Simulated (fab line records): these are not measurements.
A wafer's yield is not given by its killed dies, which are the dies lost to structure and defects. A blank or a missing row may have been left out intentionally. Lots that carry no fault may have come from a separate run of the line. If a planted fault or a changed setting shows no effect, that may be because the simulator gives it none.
One fault through the eyes of 2 desks	flow sky130	what lay behind the numbers comes last; until then each desk has only its own

## THE TOOL OWNER'S DESK: plasma asher-01
The tool's own readings at SKY_VIA1_STRIP_16 (strips in O2/N2): means of the sampled wafers that have a number, for each lot that ran on this tool. Any lot whose mean is over 4 standard deviations away from the usual mean is out of limits and marked OUT; that distance is given in the brackets.
Columns: A = chamber pressure mTorr at SKY_VIA1_STRIP_16, usual 1500.0 mTorr; B = drypump motor current A at SKY_VIA1_STRIP_16, usual 5.5 A; C = oes product au at SKY_VIA1_STRIP_16, usual 0.415 a.u.; D = strip time to endpoint s at SKY_VIA1_STRIP_16, usual 4.460 s
lot	first seen here	A	B	C	D
L938	day 34 15:32	1499.6	5.4	0.417	4.465
L944	day 37 07:14	1501.1	5.4	0.417	4.475
L948	day 38 15:59	1500.5	5.3	0.414	4.454
L958	day 40 17:32	1501.9	5.4	0.414	4.476
L959	day 41 01:56	1499.8	5.4	0.416	4.482
Result from this desk: across the 5 lots, nothing is out of limits.

## FROM THE METROLOGY DESK
Means of the sampled wafers that have a number, per lot and without regard to the tool the lot ran on: this is what the gauges read. Any lot whose mean is over 4 standard deviations away from the usual mean is out of limits and marked OUT; that distance is given in the brackets.
Columns: A = cd nm at SKY_METAL1_CD_MEAS_15, usual 139.5 nm
lot	first seen here	A
L937	day 32 09:46	139.3
L938	day 33 11:04	139.0
L940	day 35 10:02	140.6
L942	day 35 19:41	141.0
L944	day 36 02:31	139.0
L945	day 36 05:44	139.4
L947	day 36 07:36	140.4
L949	day 37 09:13	137.5
L948	day 37 12:05	139.9
L958	day 39 16:09	139.0
L957	day 39 20:22	141.1
L959	day 40 00:02	135.7
Result from this desk: across the 12 lots, nothing is out of limits.

## BROUGHT TOGETHER
The tool owner's desk saw nothing out of limits.
Metrology desk: nothing out of limits seen.

## WHAT THE SIMULATOR HAD INSERTED
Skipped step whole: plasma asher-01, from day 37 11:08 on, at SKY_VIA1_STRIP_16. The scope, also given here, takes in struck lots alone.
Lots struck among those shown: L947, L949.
